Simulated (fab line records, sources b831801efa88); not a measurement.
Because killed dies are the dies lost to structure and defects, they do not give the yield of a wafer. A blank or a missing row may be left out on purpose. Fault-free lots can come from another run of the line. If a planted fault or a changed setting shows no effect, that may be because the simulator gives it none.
Which tool did it? + flow sky130 + 6 lots, 18 wafers sampled, at 3 steps of a route of 708

WHAT EACH GAUGE READ, for each wafer
SKY_LDD_P_CD_MEAS_07: the cd target is 380 nm.
| lot  | measured     | on        | cd-nm (nm)        |
|------|--------------|-----------|-------------------|
| L217 | day 19 10:54 | cd-sem-01 | 382.1 382.6 384.0 |
| L224 | day 22 23:48 | cd-sem-02 | 380.8 381.0 381.3 |
| L226 | day 23 20:50 | cd-sem-02 | 384.0 381.2 380.9 |
| L230 | day 24 18:19 | cd-sem-02 | 381.6 384.1 380.6 |
| L237 | day 26 13:19 | cd-sem-01 | 374.1 372.9 371.2 |
| L239 | day 27 18:04 | cd-sem-02 | 372.9 372.3 372.2 |

WHAT TOOL EACH LOT RAN ON (gives the tool, then ch and the chambers of the sampled wafers, and finally the start)
| lot  | SKY_POLY_GATE_ETCH_16              | SKY_LDD_P_DEVELOP_06              |
|------|------------------------------------|-----------------------------------|
| L217 | rie-diel-01 ch 0,1,3, day 16 20:21 | litho-track-02 ch 0, day 19 10:45 |
| L224 | rie-diel-03 ch 0,3, day 20 07:51   | litho-track-02 ch 0, day 22 23:39 |
| L226 | rie-diel-03 ch 0,1,3, day 21 05:27 | litho-track-02 ch 0, day 23 20:42 |
| L230 | rie-diel-03 ch 1,3, day 22 01:26   | litho-track-03 ch 0, day 24 18:10 |
| L237 | rie-diel-01 ch 0,1,3, day 23 23:09 | litho-track-02 ch 0, day 26 13:11 |
| L239 | rie-diel-04 ch 1,3, day 25 04:21   | litho-track-02 ch 0, day 27 17:56 |
- SKY_POLY_GATE_ETCH_16: etches Si3N4 in CH3F/O2, stops on poly-Si, time 147.5 s, target depth 75 nm.
- SKY_LDD_P_DEVELOP_06: develop time 60 s.

THE ANSWER, worked out from the rows above alone
Rule: usual is defined by the lots themselves. Put in order of their means at a reading, lots are off if they are a third of the lots or fewer, leave a main group of 4 or more, and stand apart from it by a gap of 3 or more times the standard deviation of the main group's means; of several such gaps the widest counts. A main group is skipped when, at the precision printed for the reading in the tables above, its means are all equal. Also off: a lot with no number at a reading for which 4 or more lots have one. Where the step has rows for the other lots, those lots are counted as sound.
Off: L237, L239, at SKY_LDD_P_CD_MEAS_07 (cd-nm). For the main group the mean is 382.0 nm and the standard deviation 0.66.
A tool fits if, at a process step before that reading, it ran every lot that is off, and no sound lot after the first of them. The gauges at SKY_LDD_P_CD_MEAS_07 are tried like those tools. One candidate fits, namely litho-track-02 at SKY_LDD_P_DEVELOP_06. Its last sound lot is L226 (day 23 20:42), its first lot that is off L237 (day 26 13:11): a fault that began between those two fits.

WHAT HAD BEEN PUT IN BY THE SIMULATOR
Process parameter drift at SKY_LDD_P_DEVELOP_06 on litho-track-02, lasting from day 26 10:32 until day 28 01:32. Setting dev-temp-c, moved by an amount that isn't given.
Struck lots among those shown: L237, L239. Same finding as the rule above.
